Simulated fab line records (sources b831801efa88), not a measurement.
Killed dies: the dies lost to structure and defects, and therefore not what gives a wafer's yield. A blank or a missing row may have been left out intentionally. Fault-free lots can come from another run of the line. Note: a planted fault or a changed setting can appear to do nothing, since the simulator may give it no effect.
What tool caused it? / flow gf180mcu / Sampling: 12 lots, 35 wafers, 5 of 602 route steps

WHAT THE GAUGES SHOWED, per wafer
The record holds no reading of a measuring or inspecting step that can be judged against a usual standard deviation.

EACH LOT AND THE TOOL THAT RAN IT (in order: tool; ch and the chambers of the sampled wafers; start)
lot=L299; GF_STI_ETCH_14=rie_si-02 ch 0,1,3, day 2 17:39; GF_STI_STRIP_15=plasma_asher-04 ch 0,1, day 2 17:43; GF_M1_SPUTTER_03=pvd_sputter-02, day 17 13:17; GF_V1_ETCH_16=rie_diel-02 ch 0,1,3, day 19 11:53; GF_V1_ETCH_17=rie_diel-02 ch 0,1,3, no start
lot=L300; GF_STI_ETCH_14=rie_si-01 ch 1,2, day 2 21:34; GF_STI_STRIP_15=plasma_asher-04 ch 0,1, day 2 21:38; GF_M1_SPUTTER_03=pvd_sputter-02, day 18 10:25; GF_V1_ETCH_16=rie_diel-01 ch 0,1, day 20 11:04; GF_V1_ETCH_17=rie_diel-01 ch 0,1, no start
lot=L301; GF_STI_ETCH_14=rie_si-01 ch 0,1, day 3 03:07; GF_STI_STRIP_15=plasma_asher-01 ch 0,1, day 3 03:11; GF_M1_SPUTTER_03=pvd_sputter-02, day 18 09:12; GF_V1_ETCH_16=rie_diel-02 ch 0,1, day 20 09:46; GF_V1_ETCH_17=rie_diel-02 ch 0,1, no start
lot=L302; GF_STI_ETCH_14=rie_si-01 ch 1,2,3, day 3 08:23; GF_STI_STRIP_15=plasma_asher-04 ch 0,1, day 3 08:28; GF_M1_SPUTTER_03=pvd_sputter-01, day 19 17:13; GF_V1_ETCH_16=rie_diel-01 ch 1,3, day 21 19:55; GF_V1_ETCH_17=rie_diel-01 ch 1,3, no start
lot=L303; GF_STI_ETCH_14=rie_si-01 ch 1,2, day 3 13:34; GF_STI_STRIP_15=plasma_asher-04 ch 0,1, day 3 13:38; GF_M1_SPUTTER_03=pvd_sputter-01, day 19 00:57; GF_V1_ETCH_16=rie_diel-02 ch 1,2,3, day 21 03:07; GF_V1_ETCH_17=rie_diel-02 ch 1,2,3, no start
lot=L307; GF_STI_ETCH_14=rie_si-01 ch 0,1,2, day 4 13:14; GF_STI_STRIP_15=plasma_asher-04 ch 0,1, day 4 13:19; GF_M1_SPUTTER_03=pvd_sputter-02, day 21 01:26; GF_V1_ETCH_16=rie_diel-01 ch 1,2,3, day 23 02:41; GF_V1_ETCH_17=rie_diel-01 ch 1,2,3, no start
lot=L308; GF_STI_ETCH_14=rie_si-01 ch 1,3, day 4 21:07; GF_STI_STRIP_15=plasma_asher-01 ch 0,1, day 4 21:13; GF_M1_SPUTTER_03=pvd_sputter-04, day 21 06:11; GF_V1_ETCH_16=rie_diel-04 ch 0,3, day 23 06:37; GF_V1_ETCH_17=rie_diel-04 ch 0,3, no start
lot=L310; GF_STI_ETCH_14=rie_si-01 ch 2,3, day 5 04:04; GF_STI_STRIP_15=plasma_asher-04 ch 0,1, day 5 04:08; GF_M1_SPUTTER_03=pvd_sputter-04, day 21 23:31; GF_V1_ETCH_16=rie_diel-04 ch 0,1,2, day 24 00:22; GF_V1_ETCH_17=rie_diel-04 ch 0,1,2, no start
lot=L313; GF_STI_ETCH_14=rie_si-02 ch 0,2, day 5 17:26; GF_STI_STRIP_15=plasma_asher-04 ch 0,1, day 5 17:31; GF_M1_SPUTTER_03=pvd_sputter-02, day 22 10:17; GF_V1_ETCH_16=rie_diel-04 ch 0,3, day 24 09:49; GF_V1_ETCH_17=rie_diel-04 ch 0,3, no start
lot=L314; GF_STI_ETCH_14=rie_si-02 ch 2,3, day 5 21:52; GF_STI_STRIP_15=plasma_asher-01 ch 0,1, day 5 21:56; GF_M1_SPUTTER_03=pvd_sputter-04, day 22 21:36; GF_V1_ETCH_16=rie_diel-02 ch 0,1,3, day 24 20:34; GF_V1_ETCH_17=rie_diel-02 ch 0,1,3, no start
lot=L316; GF_STI_ETCH_14=rie_si-02 ch 1,3, day 6 08:50; GF_STI_STRIP_15=plasma_asher-01 ch 1, day 6 08:55; GF_M1_SPUTTER_03=pvd_sputter-02, day 23 06:29; GF_V1_ETCH_16=rie_diel-01 ch 0,1, day 25 03:43; GF_V1_ETCH_17=rie_diel-01 ch 0,1, no start
lot=L318; GF_STI_ETCH_14=rie_si-02 ch 0,1,2, day 6 19:01; GF_STI_STRIP_15=plasma_asher-04 ch 0,1, day 6 19:05; GF_M1_SPUTTER_03=pvd_sputter-04, day 23 23:44; GF_V1_ETCH_16=rie_diel-04 ch 2,3, day 25 21:26; GF_V1_ETCH_17=rie_diel-04 ch 2,3, no start
- GF_STI_ETCH_14: etches Si in HBr/Cl2/O2, target depth 360 nm, time 102.9 s.
- GF_STI_STRIP_15: strips in O2/N2.
- GF_M1_SPUTTER_03: material Ti, target thk 10 nm, time 6.7 s.
- GF_V1_ETCH_16: etches BARC in N2/H2.
- GF_V1_ETCH_17: etches SiO2 in C4F8/O2/Ar, stops on TiN, target depth 630 nm.

WHAT THE TOOLS THEMSELVES READ (means of the sampled wafers that have a number; where no wafer has one, the mark that the record gives instead)
GF_STI_ETCH_14. Usual: drypump_motor_current_A 5.55 A, standard deviation 0.23; oes_product_au 1.007 a.u., standard deviation 0.011; run_length_s 131.2 s, standard deviation 0.45; throttle_valve_pct 25.652 %, standard deviation 0.011.
lot=L299; tool=rie_si-02; drypump_motor_current_A (A)=5.55; oes_product_au (a.u.)=1.014; run_length_s (s)=131.4; throttle_valve_pct (%)=25.645; flag=
lot=L300; tool=rie_si-01; drypump_motor_current_A (A)=5.60; oes_product_au (a.u.)=0.996; run_length_s (s)=131.1; throttle_valve_pct (%)=25.664; flag=
lot=L301; tool=rie_si-01; drypump_motor_current_A (A)=5.68; oes_product_au (a.u.)=0.992; run_length_s (s)=130.8; throttle_valve_pct (%)=25.657; flag=
lot=L302; tool=rie_si-01; drypump_motor_current_A (A)=5.47; oes_product_au (a.u.)=1.007; run_length_s (s)=130.8; throttle_valve_pct (%)=25.653; flag=
lot=L303; tool=rie_si-01; drypump_motor_current_A (A)=5.67; oes_product_au (a.u.)=0.986; run_length_s (s)=130.9; throttle_valve_pct (%)=25.667; flag=
lot=L307; tool=rie_si-01; drypump_motor_current_A (A)=5.63; oes_product_au (a.u.)=0.995; run_length_s (s)=123.3; throttle_valve_pct (%)=25.654; flag=OFF
lot=L308; tool=rie_si-01; drypump_motor_current_A (A)=5.44; oes_product_au (a.u.)=1.012; run_length_s (s)=118.8; throttle_valve_pct (%)=25.652; flag=OFF
lot=L310; tool=rie_si-01; drypump_motor_current_A (A)=5.41; oes_product_au (a.u.)=1.009; run_length_s (s)=127.5; throttle_valve_pct (%)=25.652; flag=OFF
lot=L313; tool=rie_si-02; drypump_motor_current_A (A)=5.35; oes_product_au (a.u.)=1.006; run_length_s (s)=131.0; throttle_valve_pct (%)=25.650; flag=
lot=L314; tool=rie_si-02; drypump_motor_current_A (A)=5.77; oes_product_au (a.u.)=1.010; run_length_s (s)=131.6; throttle_valve_pct (%)=25.645; flag=
lot=L316; tool=rie_si-02; drypump_motor_current_A (A)=5.65; oes_product_au (a.u.)=1.012; run_length_s (s)=131.2; throttle_valve_pct (%)=25.633; flag=
lot=L318; tool=rie_si-02; drypump_motor_current_A (A)=5.45; oes_product_au (a.u.)=1.014; run_length_s (s)=131.2; throttle_valve_pct (%)=25.645; flag=

GF_STI_STRIP_15. Usual: drypump_motor_current_A 5.4 A, standard deviation 0.55; heater_power_w 320 W, standard deviation 43; oes_product_au 0.384 a.u., standard deviation 0.0047; strip_time_to_endpoint_s 3.72 s, standard deviation 0.06.
lot=L299; tool=plasma_asher-04; drypump_motor_current_A (A)=5.6; heater_power_w (W)=303; oes_product_au (a.u.)=0.383; strip_time_to_endpoint_s (s)=3.69; flag=
lot=L300; tool=plasma_asher-04; drypump_motor_current_A (A)=5.1; heater_power_w (W)=299; oes_product_au (a.u.)=0.383; strip_time_to_endpoint_s (s)=3.78; flag=
lot=L301; tool=plasma_asher-01; drypump_motor_current_A (A)=5.1; heater_power_w (W)=310; oes_product_au (a.u.)=0.387; strip_time_to_endpoint_s (s)=3.79; flag=
lot=L302; tool=plasma_asher-04; drypump_motor_current_A (A)=5.6; heater_power_w (W)=305; oes_product_au (a.u.)=0.386; strip_time_to_endpoint_s (s)=3.72; flag=
lot=L303; tool=plasma_asher-04; drypump_motor_current_A (A)=5.6; heater_power_w (W)=306; oes_product_au (a.u.)=0.381; strip_time_to_endpoint_s (s)=3.67; flag=
lot=L307; tool=plasma_asher-04; drypump_motor_current_A (A)=5.6; heater_power_w (W)=307; oes_product_au (a.u.)=0.385; strip_time_to_endpoint_s (s)=3.79; flag=
lot=L308; tool=plasma_asher-01; drypump_motor_current_A (A)=5.2; heater_power_w (W)=300; oes_product_au (a.u.)=0.393; strip_time_to_endpoint_s (s)=3.88; flag=
lot=L310; tool=plasma_asher-04; drypump_motor_current_A (A)=5.2; heater_power_w (W)=307; oes_product_au (a.u.)=0.378; strip_time_to_endpoint_s (s)=3.74; flag=
lot=L313; tool=plasma_asher-04; drypump_motor_current_A (A)=5.2; heater_power_w (W)=299; oes_product_au (a.u.)=0.389; strip_time_to_endpoint_s (s)=3.83; flag=
lot=L314; tool=plasma_asher-01; drypump_motor_current_A (A)=5.4; heater_power_w (W)=288; oes_product_au (a.u.)=0.385; strip_time_to_endpoint_s (s)=3.70; flag=
lot=L316; tool=plasma_asher-01; drypump_motor_current_A (A)=5.7; heater_power_w (W)=263; oes_product_au (a.u.)=0.385; strip_time_to_endpoint_s (s)=3.68; flag=
lot=L318; tool=plasma_asher-04; drypump_motor_current_A (A)=5.6; heater_power_w (W)=307; oes_product_au (a.u.)=0.385; strip_time_to_endpoint_s (s)=3.71; flag=

GF_M1_SPUTTER_03. Usual: throttle_valve_pct reads 30.0 % (standard deviation 1.5).
lot=L299; tool=pvd_sputter-02; throttle_valve_pct (%)=31.1; flag=
lot=L300; tool=pvd_sputter-02; throttle_valve_pct (%)=31.0; flag=
lot=L301; tool=pvd_sputter-02; throttle_valve_pct (%)=31.2; flag=
lot=L302; tool=pvd_sputter-01; throttle_valve_pct (%)=28.0; flag=
lot=L303; tool=pvd_sputter-01; throttle_valve_pct (%)=28.9; flag=
lot=L307; tool=pvd_sputter-02; throttle_valve_pct (%)=31.1; flag=
lot=L308; tool=pvd_sputter-04; throttle_valve_pct (%)=30.3; flag=
lot=L310; tool=pvd_sputter-04; throttle_valve_pct (%)=31.2; flag=
lot=L313; tool=pvd_sputter-02; throttle_valve_pct (%)=31.4; flag=
lot=L314; tool=pvd_sputter-04; throttle_valve_pct (%)=29.0; flag=
lot=L316; tool=pvd_sputter-02; throttle_valve_pct (%)=30.5; flag=
lot=L318; tool=pvd_sputter-04; throttle_valve_pct (%)=30.2; flag=

GF_V1_ETCH_16. Usual: drypump_motor_current_A 5.7 A, standard deviation 0.38; oes_product_au 0.855 a.u., standard deviation 0.0047; throttle_valve_pct 13.224 %, standard deviation 0.0074.
lot=L299; tool=rie_diel-02; drypump_motor_current_A (A)=5.7; oes_product_au (a.u.)=0.855; throttle_valve_pct (%)=13.217; flag=
lot=L300; tool=rie_diel-01; drypump_motor_current_A (A)=5.8; oes_product_au (a.u.)=0.854; throttle_valve_pct (%)=13.225; flag=
lot=L301; tool=rie_diel-02; drypump_motor_current_A (A)=5.8; oes_product_au (a.u.)=0.859; throttle_valve_pct (%)=13.226; flag=
lot=L302; tool=rie_diel-01; drypump_motor_current_A (A)=5.8; oes_product_au (a.u.)=0.858; throttle_valve_pct (%)=13.226; flag=
lot=L303; tool=rie_diel-02; drypump_motor_current_A (A)=5.9; oes_product_au (a.u.)=0.856; throttle_valve_pct (%)=13.230; flag=
lot=L307; tool=rie_diel-01; drypump_motor_current_A (A)=5.7; oes_product_au (a.u.)=0.856; throttle_valve_pct (%)=13.225; flag=
lot=L308; tool=rie_diel-04; drypump_motor_current_A (A)=5.8; oes_product_au (a.u.)=0.857; throttle_valve_pct (%)=13.216; flag=
lot=L310; tool=rie_diel-04; drypump_motor_current_A (A)=5.2; oes_product_au (a.u.)=0.856; throttle_valve_pct (%)=13.233; flag=
lot=L313; tool=rie_diel-04; drypump_motor_current_A (A)=5.9; oes_product_au (a.u.)=0.853; throttle_valve_pct (%)=13.222; flag=
lot=L314; tool=rie_diel-02; drypump_motor_current_A (A)=5.6; oes_product_au (a.u.)=0.854; throttle_valve_pct (%)=13.227; flag=
lot=L316; tool=rie_diel-01; drypump_motor_current_A (A)=5.8; oes_product_au (a.u.)=0.851; throttle_valve_pct (%)=13.224; flag=
lot=L318; tool=rie_diel-04; drypump_motor_current_A (A)=5.6; oes_product_au (a.u.)=0.855; throttle_valve_pct (%)=13.226; flag=

GF_V1_ETCH_17. Usual: oes_product_au reads 0.856 a.u. (standard deviation 0.0048).
lot=L299; tool=rie_diel-02; oes_product_au (a.u.)=0.856; flag=
lot=L300; tool=rie_diel-01; oes_product_au (a.u.)=0.853; flag=
lot=L301; tool=rie_diel-02; oes_product_au (a.u.)=0.860; flag=
lot=L302; tool=rie_diel-01; oes_product_au (a.u.)=0.860; flag=
lot=L303; tool=rie_diel-02; oes_product_au (a.u.)=0.857; flag=
lot=L307; tool=rie_diel-01; oes_product_au (a.u.)=0.860; flag=
lot=L308; tool=rie_diel-04; oes_product_au (a.u.)=0.855; flag=
lot=L310; tool=rie_diel-04; oes_product_au (a.u.)=0.857; flag=
lot=L313; tool=rie_diel-04; oes_product_au (a.u.)=0.856; flag=
lot=L314; tool=rie_diel-02; oes_product_au (a.u.)=0.856; flag=
lot=L316; tool=rie_diel-01; oes_product_au (a.u.)=0.856; flag=
lot=L318; tool=rie_diel-04; oes_product_au (a.u.)=0.856; flag=

THE ANSWER, worked out from the rows above alone
Rule: lot off if the mean of its wafers having a number is beyond 3 standard deviations from the usual mean. A lot without any number at a reading at which 4 lots or more have one is off too. Any other lot the step has rows for is counted as sound. The gauges are gone through in route order, then the tools' own readings, and for those a lot's mean is taken as printed above. The first step at which some lot is off is used, and at that step the reading that is off furthest; a lot without a number counts as furthest.
Off at GF_STI_ETCH_14 (run_length_s): L307, L308, L310.
If a tool, at that step or one of the process steps before it, ran each lot that is off and ran no sound lot following the first of them, it fits. One candidate fits, namely rie_si-01 at GF_STI_ETCH_14. Its last sound lot is L303 (day 3 13:34), its first lot that is off L307 (day 4 13:14): a fault that began between those two fits.
On the lots that are off, the tool's own readings at GF_STI_ETCH_14 differ by more than 5 times the standard deviation of the sound lots' means, which bears it out; run_length_s reads 123.2 s there versus 131.1 s on the sound lots.

WHAT THE SIMULATOR PUT IN
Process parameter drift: rie_si-01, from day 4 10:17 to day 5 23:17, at GF_STI_ETCH_14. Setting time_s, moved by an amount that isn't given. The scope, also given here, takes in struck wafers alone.
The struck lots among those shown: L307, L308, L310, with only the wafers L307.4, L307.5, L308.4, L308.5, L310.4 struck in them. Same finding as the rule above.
